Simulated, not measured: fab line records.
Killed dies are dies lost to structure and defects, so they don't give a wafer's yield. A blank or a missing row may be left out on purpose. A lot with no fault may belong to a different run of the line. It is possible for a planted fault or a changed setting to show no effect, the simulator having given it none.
fab line records	flow gf180mcu
record lots=13	wafers=39	last_day=34
route steps=602 shown CONTACT@311 M1@317 V1@339
lots with no fault: from the same line, run without faults
start_h: the number of hours between the record's first day and the start of the first shown wafer of the lot	wait_h: time in hours since the lot's previous step	" as in the row above	L1.1+2: a single row standing in for several wafers	- no value, or no start given	* or withheld: withheld	< > ~ a bound
route shown NAME@n: a module of which the file shows steps, and the number in the route of the first	usual: the fault-free wafers' mean and standard deviation	same: alike in all rows	chamber/n: place in a boat	sites: each site's reading	_std_site: the standard deviation of these	_edge_site: inner sites' mean taken away from outer sites' mean	radius_mm: how far each site lies from the wafer's centre	mask NAME#n: copy n	behind: the last tool/chamber to shape the wafer	hold: reason for holding the lot/hours on hold/outcome of the hold	device: which transistor (n, p or np) failed to switch	end of line: the tests these same wafers got at the end of their route	for a step that has no rows: nothing shown but its recipe	killed: not the wafer's yield, but the dies lost to structure and defects at the first sort	map: a wafer's dies, x killed, . not, _ none there
set.NAME: the run value of the setting; set.NAME@STEP: its run value at that earlier step	model.NAME: the simulator's own value behind a step, which no gauge read
a sample of lots followed through the steps of the route, with each step as a table and each wafer as a row
services: when a tool's chamber went out of use (start_h, in hours from the record's first day, below 0 if earlier), for how many hours, and the reason
## steps
# step GF_CONTACT_CVD_24
# recipe material=W	target_thk_nm=300	time_s=90.339	temp_c=400	pressure_torr=40
# usual heater_power_w=881/63	susceptor_temp_C=400.04/0.21
# same time_s=90.339
lot.wafer	tool	chamber	start_h	wait_h	heater_power_w	susceptor_temp_C
L394.3	cvd_w-01	0	386.42	0.1	924	399.76
L394.4	"	1	"	"	850	400.13
L394.5	"	1	"	"	836	400.12
L395.1	cvd_w-02	0	389.45	0.0	921	400.33
L395.2	"	1	"	"	808	399.56
L395.6	"	0	"	"	905	399.89
L396.1	cvd_w-02	0	412.05	0.0	940	399.73
L396.2	"	1	"	"	780	400.24
L396.3	"	0	"	"	955	400.04
L398.2	cvd_w-02	1	416.93	0.0	780	400.16
L398.4	"	1	"	"	772	400.29
L398.5	"	1	"	"	784	400.06
L399.2	cvd_w-02	1	426.44	0.0	793	399.85
L399.3	"	1	"	"	787	400.05
L399.6	"	1	"	"	788	400.20
L401.1	cvd_w-01	1	451.92	0.0	869	399.90
L401.3	"	0	"	"	948	399.72
L401.5	"	1	"	"	867	399.82
L403.3	cvd_w-01	1	469.19	0.1	850	399.99
L403.4	"	0	"	"	889	391.34
L403.6	"	1	"	"	853	400.19
L404.1	cvd_w-01	1	471.75	0.0	843	400.42
L404.5	"	0	"	"	871	391.47
L404.6	"	1	"	"	884	400.11
L405.1	cvd_w-02	0	487.88	0.0	905	400.03
L405.4	"	0	"	"	942	400.20
L405.5	"	1	"	"	786	400.25
L407.2	cvd_w-02	1	505.96	0.0	799	399.73
L407.4	"	0	"	"	931	399.81
L407.5	"	1	"	"	789	399.78
L413.2	cvd_w-02	1	545.11	0.0	768	400.25
L413.3	"	0	"	"	932	399.77
L413.4	"	1	"	"	815	400.30
L414.2	cvd_w-02	0	555.09	0.0	958	400.33
L414.4	"	1	"	"	780	399.90
L414.6	"	1	"	"	809	400.05
L415.2	cvd_w-01	1	559.03	0.0	856	399.97
L415.5	"	0	"	"	947	399.86
L415.6	"	1	"	"	898	399.95
# step GF_CONTACT_RS_MEAS_25
# recipe thk_meas_gauge=four-point-probe	reads=W_of_CONTACT_CVD_24+TiN_of_CONTACT_SPUTTER_23+Ti_of_CONTACT_SPUTTER_22
# usual CONTACT_W_RS=0.379/0.0048
lot.wafer	tool	chamber	start_h	wait_h	CONTACT_W_RS[ohm/sq]
L394.3	film_metro-02	-	386.53	0.1	0.369
L394.4	"	-	"	"	0.382
L394.5	"	-	"	"	0.385
L395.1	film_metro-03	-	389.55	0.1	0.379
L395.2	"	-	"	"	0.371
L395.6	"	-	"	"	0.377
L396.1	film_metro-03	-	412.15	0.1	0.380
L396.2	"	-	"	"	0.381
L396.3	"	-	"	"	0.382
L398.2	film_metro-04	-	417.05	0.1	0.384
L398.4	"	-	"	"	0.381
L398.5	"	-	"	"	0.384
L399.2	film_metro-04	-	426.56	0.1	0.382
L399.3	"	-	"	"	0.384
L399.6	"	-	"	"	0.384
L401.1	film_metro-02	-	452.02	0.1	0.383
L401.3	"	-	"	"	0.374
L401.5	"	-	"	"	0.380
L403.3	film_metro-04	-	469.30	0.1	0.381
L403.4	"	-	"	"	0.444
L403.6	"	-	"	"	0.382
L404.1	film_metro-03	-	471.85	0.1	0.385
L404.5	"	-	"	"	0.442
L404.6	"	-	"	"	0.384
L405.1	film_metro-02	-	487.98	0.1	0.387
L405.4	"	-	"	"	0.383
L405.5	"	-	"	"	0.385
L407.2	film_metro-04	-	506.08	0.1	0.376
L407.4	"	-	"	"	0.378
L407.5	"	-	"	"	0.380
L413.2	film_metro-04	-	545.23	0.1	0.376
L413.3	"	-	"	"	0.376
L413.4	"	-	"	"	0.375
L414.2	film_metro-04	-	555.21	0.1	0.386
L414.4	"	-	"	"	0.381
L414.6	"	-	"	"	0.380
L415.2	film_metro-02	-	559.15	0.1	0.389
L415.5	"	-	"	"	0.374
L415.6	"	-	"	"	0.379
# step GF_CONTACT_THK_MEAS_26
# recipe thk_meas_gauge=xrf	reads=W_of_CONTACT_CVD_24
# usual CONTACT_W_THK=308/4.3
lot.wafer	tool	chamber	start_h	wait_h	CONTACT_W_THK[nm]
L394.3	film_metro-02	-	386.63	0.1	317
L394.4	"	-	"	"	304
L394.5	"	-	"	"	303
L395.1	film_metro-03	-	389.67	0.1	305
L395.2	"	-	"	"	312
L395.6	"	-	"	"	305
L396.1	film_metro-03	-	412.27	0.1	303
L396.2	"	-	"	"	305
L396.3	"	-	"	"	307
L398.2	film_metro-04	-	417.16	0.1	305
L398.4	"	-	"	"	307
L398.5	"	-	"	"	306
L399.2	film_metro-04	-	426.67	0.1	307
L399.3	"	-	"	"	306
L399.6	"	-	"	"	307
L401.1	film_metro-02	-	452.14	0.1	307
L401.3	"	-	"	"	315
L401.5	"	-	"	"	307
L403.3	film_metro-04	-	469.40	0.1	307
L403.4	"	-	"	"	263
L403.6	"	-	"	"	306
L404.1	film_metro-03	-	471.97	0.1	305
L404.5	"	-	"	"	265
L404.6	"	-	"	"	305
L405.1	film_metro-02	-	488.10	0.1	299
L405.4	"	-	"	"	301
L405.5	"	-	"	"	300
L407.2	film_metro-04	-	506.19	0.1	311
L407.4	"	-	"	"	310
L407.5	"	-	"	"	310
L413.2	film_metro-04	-	545.34	0.1	314
L413.3	"	-	"	"	313
L413.4	"	-	"	"	313
L414.2	film_metro-04	-	555.32	0.1	302
L414.4	"	-	"	"	306
L414.6	"	-	"	"	308
L415.2	film_metro-02	-	559.26	0.1	299
L415.5	"	-	"	"	314
L415.6	"	-	"	"	307
# step GF_M1_SPUTTER_02
# recipe material=AlCu	target_thk_nm=450	power_w=10600	time_s=23.9	chamber_pressure_pa=0.4
# usual throttle_valve_pct=29.8/0.89
# same time_s=23.9
lot.wafer	tool	chamber	start_h	wait_h	throttle_valve_pct
L394.3	pvd_sputter-01	-	387.27	0.0	30.1
L394.4	"	-	"	"	31.4
L394.5	"	-	"	"	31.1
L395.1	pvd_sputter-03	-	390.35	0.0	28.9
L395.2	"	-	"	"	31.3
L395.6	"	-	"	"	29.4
L396.1	pvd_sputter-04	-	412.76	0.0	28.1
L396.2	"	-	"	"	28.8
L396.3	"	-	"	"	29.7
L398.2	pvd_sputter-04	-	417.64	0.0	29.4
L398.4	"	-	"	"	29.1
L398.5	"	-	"	"	29.3
L399.2	pvd_sputter-03	-	427.15	0.0	29.0
L399.3	"	-	"	"	31.2
L399.6	"	-	"	"	29.7
L401.1	pvd_sputter-04	-	452.63	0.0	29.7
L401.3	"	-	"	"	28.2
L401.5	"	-	"	"	29.5
L403.3	pvd_sputter-03	-	469.87	0.0	28.8
L403.4	"	-	"	"	29.6
L403.6	"	-	"	"	29.1
L404.1	pvd_sputter-01	-	472.46	0.0	31.5
L404.5	"	-	"	"	29.8
L404.6	"	-	"	"	30.4
L405.1	pvd_sputter-04	-	488.59	0.0	29.6
L405.4	"	-	"	"	30.0
L405.5	"	-	"	"	28.5
L407.2	pvd_sputter-01	-	506.67	0.0	30.2
L407.4	"	-	"	"	30.0
L407.5	"	-	"	"	29.8
L413.2	pvd_sputter-03	-	545.82	0.0	31.3
L413.3	"	-	"	"	29.3
L413.4	"	-	"	"	30.6
L414.2	pvd_sputter-01	-	555.90	0.0	31.3
L414.4	"	-	"	"	29.9
L414.6	"	-	"	"	29.7
L415.2	pvd_sputter-04	-	559.74	0.0	28.9
L415.5	"	-	"	"	29.7
L415.6	"	-	"	"	28.4
# step GF_V1_CMP_04
# recipe material=SiO2	down_force_psi=4	platen_rpm=60	pad_velocity_m_s=0.94248
# usual motor_current_A=12.5/0.96	time_to_endpoint_s=79/6.8
lot.wafer	tool	chamber	start_h	wait_h	motor_current_A	time_to_endpoint_s
L394.4	cmp-02	1	411.54	0.1	13.1	83
L394.3	"	2	"	"	11.9	75
L394.5	"	0	"	"	10.7	75
L395.1	cmp-02	1	414.63	0.1	13.1	78
L395.2	"	3	"	"	12.7	65
L395.6	"	1	"	"	13.8	83
L396.3	cmp-02	0	438.50	0.0	11.1	64
L396.2	"	1	"	"	13.6	81
L396.1	"	2	"	"	11.9	78
L398.2	cmp-01	3	443.39	0.1	13.1	85
L398.4	"	0	"	"	13.4	80
L398.5	"	2	"	"	13.9	81
L399.2	cmp-01	3	452.03	0.1	13.1	87
L399.3	"	0	"	"	13.8	75
L399.6	"	1	"	"	11.4	91
L401.3	cmp-02	2	478.60	0.1	11.7	85
L401.1	"	0	"	"	10.8	66
L401.5	"	2	"	"	11.8	78
L403.4	cmp-02	1	495.46	0.1	13.2	77
L403.3	"	3	"	"	12.6	68
L403.6	"	0	"	"	11.9	77
L404.1	cmp-01	2	497.76	0.1	13.4	82
L404.5	"	0	"	"	13.7	87
L404.6	"	1	"	"	11.5	91
L405.1	cmp-02	3	513.59	0.1	12.8	69
L405.4	"	0	"	"	11.4	72
L405.5	"	2	"	"	11.9	74
L407.2	cmp-02	1	530.97	0.0	13.4	88
L407.4	"	2	"	"	12.3	91
L407.5	"	1	"	"	14.1	88
L413.3	cmp-01	2	569.27	0.0	13.1	83
L413.4	"	3	"	"	12.9	90
L413.2	"	0	"	"	13.5	77
L414.4	cmp-01	3	579.12	0.0	12.8	81
L414.2	"	2	"	"	13.5	75
L414.6	"	0	"	"	14.2	74
L415.2	cmp-01	1	582.89	0.2	11.3	76
L415.6	"	2	"	"	13.6	76
L415.5	"	3	"	"	12.8	76
# step GF_V1_BOW_MEAS_05
# recipe mode=bow
# usual V1_BOW=82/7.5
lot.wafer	tool	chamber	start_h	wait_h	V1_BOW[um]
L394.3	film_metro-03	-	411.83	0.2	68
L394.4	"	-	"	"	72
L394.5	"	-	"	"	78
L395.1	film_metro-04	-	414.88	0.2	82
L395.2	"	-	"	"	86
L395.6	"	-	"	"	89
L396.1	film_metro-03	-	438.80	0.1	90
L396.2	"	-	"	"	78
L396.3	"	-	"	"	84
L398.2	film_metro-04	-	443.66	0.2	83
L398.4	"	-	"	"	76
L398.5	"	-	"	"	78
L399.2	film_metro-04	-	452.25	0.2	81
L399.3	"	-	"	"	77
L399.6	"	-	"	"	78
L401.1	film_metro-01	-	478.85	0.1	84
L401.3	"	-	"	"	78
L401.5	"	-	"	"	77
L403.3	film_metro-03	-	495.75	0.1	77
L403.4	"	-	"	"	80
L403.6	"	-	"	"	85
L404.1	film_metro-03	-	497.96	0.1	80
L404.5	"	-	"	"	70
L404.6	"	-	"	"	75
L405.1	film_metro-01	-	513.84	0.2	84
L405.4	"	-	"	"	76
L405.5	"	-	"	"	81
L407.2	film_metro-03	-	531.29	0.3	90
L407.4	"	-	"	"	92
L407.5	"	-	"	"	85
L413.2	film_metro-01	-	569.59	0.2	70
L413.3	"	-	"	"	80
L413.4	"	-	"	"	72
L414.2	film_metro-04	-	579.44	0.1	84
L414.4	"	-	"	"	89
L414.6	"	-	"	"	91
L415.2	film_metro-03	-	583.06	0.1	89
L415.5	"	-	"	"	76
L415.6	"	-	"	"	73
## services
tool	chamber	start_h	hours	kind
pvd_sputter-04	-	371.38	35.5	repair
pvd_sputter-01	-	377.00	3.3	repair
cmp-02	-	384.37	5.9	pm
cvd_w-02	-	390.00	14.0	pm
cmp-01	-	391.36	0.5	repair
cvd_w-01	0	398.19	21.6	repair
cmp-02	-	404.33	4.0	pm
cmp-01	-	414.36	13.6	pm
cvd_w-02	-	418.08	2.8	pm
cmp-02	-	436.41	0.5	repair
pvd_sputter-04	-	453.25	3.9	repair
cvd_w-01	-	470.11	0.5	repair
cmp-02	-	472.94	1.6	repair
cmp-02	-	474.46	0.3	repair
cmp-01	-	493.89	2.8	repair
cvd_w-01	0	498.76	2.9	repair
cmp-02	-	508.88	1.1	repair
cmp-02	-	511.63	1.4	repair
pvd_sputter-04	-	516.07	3.1	repair
cmp-01	-	518.21	0.6	repair
cmp-01	-	521.71	34.0	repair
cmp-01	-	529.22	1.2	repair
cmp-01	-	572.00	4.0	pm
cmp-02	-	572.63	1.8	repair
## key
first_sign step=GF_CONTACT_CVD_24	reading=susceptor_temp_C	direction=down	sigmas=41	usual=*	struck=*
effect step=GF_CONTACT_RS_MEAS_25	reading=CONTACT_W_RS	direction=up	sigmas=13	usual=0.379	struck=0.443
effect step=GF_CONTACT_THK_MEAS_26	reading=CONTACT_W_THK	direction=down	sigmas=10	usual=308	struck=264
met_at GF_CONTACT_CVD_24
struck_lots L403,L404
struck_wafers L403.4,L404.5
tester_left_out L403,L404
not_acting_at GF_M1_SPUTTER_02,GF_V1_CMP_04,GF_V1_BOW_MEAS_05
onset_between 451.92 469.19
fault kind=process_parameter_drift	tool=cvd_w-01	chamber=0	onset_h=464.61	steps=GF_CONTACT_CVD_24	channel=temp_c	offset=*	shape=step	end_h=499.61	acts_in=*	stated=*
# tester_left_out: of these lots the tester's yield and bins aren't shown, on N5 and GAA mostly nor the transistor test; their killed dies are dies lost to structure and defects alone, not to doping, threshold or leakage, so they don't give the yield
